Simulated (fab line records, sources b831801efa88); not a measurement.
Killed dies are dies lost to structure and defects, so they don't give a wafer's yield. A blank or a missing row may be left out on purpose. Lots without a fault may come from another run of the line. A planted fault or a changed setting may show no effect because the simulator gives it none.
Which tool did it? | flow sky130 | 11 lots, 33 wafers sampled, at 6 steps of a route of 708

WHAT THE GAUGES READ, wafer by wafer
SKY_CAP2M_THK_MEAS_04: measures by xrf.
lot  | measured     | on            | CAP2M_TIN_THK (nm)
L487 | day 39 20:33 | film_metro-01 | 203.5 201.0 202.0
L488 | day 39 20:52 | film_metro-02 | 199.2 197.0 203.4
L489 | day 40 03:38 | film_metro-02 | 201.6 202.3 205.1
L490 | day 40 16:53 | film_metro-01 | 199.3 198.2 196.5
L493 | day 41 09:27 | film_metro-03 | 202.3 205.9 203.3
L495 | day 42 05:34 | film_metro-02 | 202.2 200.8 198.1
L502 | day 44 15:13 | film_metro-03 | 203.2 205.5 204.7
L498 | day 44 19:28 | film_metro-01 | 198.4 197.7 200.1
L505 | day 45 09:50 | film_metro-01 | 202.6 199.5 205.7
L506 | day 45 14:00 | film_metro-01 | 204.3 203.4 204.1
L509 | day 46 04:42 | film_metro-03 | 196.2 198.1 195.5

SKY_VIA4_RS_MEAS_19: measures by four-point-probe.
lot  | measured     | on            | VIA4_W_RS (ohm/sq)
L487 | day 42 22:48 | film_metro-04 | 0.225 0.228 0.227
L488 | day 42 22:48 | film_metro-03 | 0.221 0.219 0.225
L489 | day 43 05:29 | film_metro-04 | 0.232 0.231 0.230
L490 | day 43 17:59 | film_metro-02 | 0.229 0.225 0.226
L493 | day 44 08:35 | film_metro-04 | 0.221 0.222 0.221
L495 | day 45 04:37 | film_metro-03 | 0.228 0.230 0.227
L502 | day 47 07:19 | film_metro-02 | 0.236 0.236 0.239
L498 | day 47 10:57 | film_metro-04 | 0.236 0.235 0.237
L505 | day 47 23:37 | film_metro-03 | 0.227 0.219 0.227
L506 | day 48 03:56 | film_metro-03 | 0.218 0.216 0.216
L509 | day 48 18:56 | film_metro-03 | 0.219 0.229 0.221

SKY_VIA4_THK_MEAS_20: measures by xrf.
lot  | measured     | on            | VIA4_W_THK (nm)
L487 | day 42 22:54 | film_metro-04 | 515 509 507
L488 | day 42 22:53 | film_metro-03 | 526 530 516
L489 | day 43 05:36 | film_metro-04 | 498 500 502
L490 | day 43 18:04 | film_metro-02 | 512 520 519
L493 | day 44 08:43 | film_metro-04 | 521 516 519
L495 | day 45 04:43 | film_metro-03 | 510 503 511
L502 | day 47 07:26 | film_metro-02 | 490 488 483
L498 | day 47 11:04 | film_metro-04 | 492 492 491
L505 | day 47 23:44 | film_metro-03 | 514 534 516
L506 | day 48 04:02 | film_metro-03 | 539 536 542
L509 | day 48 19:01 | film_metro-03 | 530 506 527

WHICH TOOL RAN EACH LOT (tool, then ch and the chambers of the sampled wafers, then the start)
lot  | SKY_CONTACT_SPUTTER_23       | SKY_METAL4_SPUTTER_04        | SKY_VIA4_CVD_18
L487 | pvd_sputter-04, day 31 14:20 | pvd_sputter-04, day 39 20:10 | cvd_w-01 ch 0,1, day 42 22:40
L488 | pvd_sputter-04, day 31 17:34 | pvd_sputter-01, day 39 20:29 | cvd_w-02 ch 0,1, day 42 22:38
L489 | pvd_sputter-03, day 32 01:11 | pvd_sputter-04, day 40 03:16 | cvd_w-01 ch 0,1, day 43 05:20
L490 | pvd_sputter-01, day 32 15:46 | pvd_sputter-01, day 40 16:30 | cvd_w-01 ch 0,1, day 43 17:49
L493 | pvd_sputter-03, day 33 08:44 | pvd_sputter-04, day 41 09:05 | cvd_w-02 ch 1, day 44 08:17
L495 | pvd_sputter-04, day 34 09:36 | pvd_sputter-03, day 42 05:11 | cvd_w-01 ch 0,1, day 45 04:26
L502 | pvd_sputter-04, day 37 05:34 | pvd_sputter-04, day 44 14:52 | cvd_w-01 ch 0,1, day 47 07:10
L498 | pvd_sputter-04, day 37 06:55 | pvd_sputter-03, day 44 19:06 | cvd_w-01 ch 0,1, day 47 10:48
L505 | pvd_sputter-03, day 38 00:31 | pvd_sputter-03, day 45 09:29 | cvd_w-02 ch 0,1, day 47 23:28
L506 | pvd_sputter-04, day 38 06:01 | pvd_sputter-01, day 45 13:38 | cvd_w-02 ch 1, day 48 03:46
L509 | pvd_sputter-03, day 38 23:29 | pvd_sputter-03, day 46 04:19 | cvd_w-02 ch 0,1, day 48 18:46
- SKY_CONTACT_SPUTTER_23: material TiN, target thk 20 nm, time 80 s.
- SKY_METAL4_SPUTTER_04: material TiN, target thk 70 nm, time 58.3 s.
- SKY_VIA4_CVD_18: deposits W, target thk 505 nm, time 152.14 s.

WHAT THE TOOLS THEMSELVES READ (means of the sampled wafers that have a number; where no wafer has one, the mark that the record gives instead)
SKY_CONTACT_SPUTTER_23.
lot  | tool           | throttle_valve_pct (%)
L487 | pvd_sputter-04 | 29.3
L488 | pvd_sputter-04 | 30.1
L489 | pvd_sputter-03 | 29.3
L490 | pvd_sputter-01 | 28.3
L493 | pvd_sputter-03 | 29.6
L495 | pvd_sputter-04 | 30.3
L502 | pvd_sputter-04 | 29.5
L498 | pvd_sputter-04 | 29.9
L505 | pvd_sputter-03 | 29.1
L506 | pvd_sputter-04 | 30.3
L509 | pvd_sputter-03 | 29.7

SKY_METAL4_SPUTTER_04.
lot  | tool           | throttle_valve_pct (%)
L487 | pvd_sputter-04 | 30.5
L488 | pvd_sputter-01 | 28.8
L489 | pvd_sputter-04 | 29.8
L490 | pvd_sputter-01 | 29.2
L493 | pvd_sputter-04 | 30.0
L495 | pvd_sputter-03 | 30.3
L502 | pvd_sputter-04 | 30.3
L498 | pvd_sputter-03 | 29.4
L505 | pvd_sputter-03 | 28.9
L506 | pvd_sputter-01 | 29.2
L509 | pvd_sputter-03 | 30.2

SKY_VIA4_CVD_18.
lot  | tool     | chamber_pressure_Torr (Torr) | heater_power_outer_w (W) | heater_power_w (W) | susceptor_temp_C (C)
L487 | cvd_w-01 | 39.90                        | 512                      | 838                | 399.93
L488 | cvd_w-02 | 40.01                        | 573                      | 953                | 399.97
L489 | cvd_w-01 | 40.09                        | 502                      | 801                | 400.09
L490 | cvd_w-01 | 39.94                        | 505                      | 810                | 400.00
L493 | cvd_w-02 | 40.01                        | 510                      | 889                | 400.06
L495 | cvd_w-01 | 40.00                        | 503                      | 795                | 399.97
L502 | cvd_w-01 | 40.01                        | 504                      | 790                | 397.24
L498 | cvd_w-01 | 40.05                        | 497                      | 805                | 397.32
L505 | cvd_w-02 | 39.97                        | 635                      | 980                | 399.87
L506 | cvd_w-02 | 40.09                        | 519                      | 908                | 400.07
L509 | cvd_w-02 | 39.98                        | 574                      | 921                | 399.91

THE ANSWER, worked out from the rows above alone
Rule: what is usual is taken from the lots themselves. Put in order of their means at a reading, lots are off if they are a third of the lots or fewer, leave a main group of 4 or more, and stand apart from it by a gap of 3 or more times the standard deviation of the main group's means; of several such gaps the widest counts. A main group whose means are all the same, to the digits that the tables above print for the reading, isn't used. A lot without any number at a reading at which 4 lots or more have one is off too. The other lots that the step has rows for count as sound. The gauges are gone through in route order, then the tools' own readings, and for those a lot's mean is taken as printed above. The first step at which some lot is off is used, and at that step the reading that is off furthest; a lot without a number counts as furthest.
Off: L502, L498, at SKY_VIA4_CVD_18 (susceptor_temp_C). The main group: mean 399.99 C, standard deviation 0.072.
A tool fits if, at that step or a process step before it, it ran every lot that is off, and no sound lot after the first of them. One fits: cvd_w-01 at SKY_VIA4_CVD_18. Its last sound lot is L495 (day 45 04:26), its first lot that is off L502 (day 47 07:10): a fault that began between those two fits.
The tool's own readings at SKY_VIA4_CVD_18 bear it out: on the lots that are off they differ by more than 5 times the standard deviation of the sound lots' means. susceptor_temp_C reads 397.28 C there against 399.99 C on the sound lots.

WHAT THE SIMULATOR HAD PUT IN
Process parameter drift: cvd_w-01, from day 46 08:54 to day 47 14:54, at SKY_VIA4_CVD_18. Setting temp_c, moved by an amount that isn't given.
Lots struck among those shown: L502, L498. The rule above found the same.
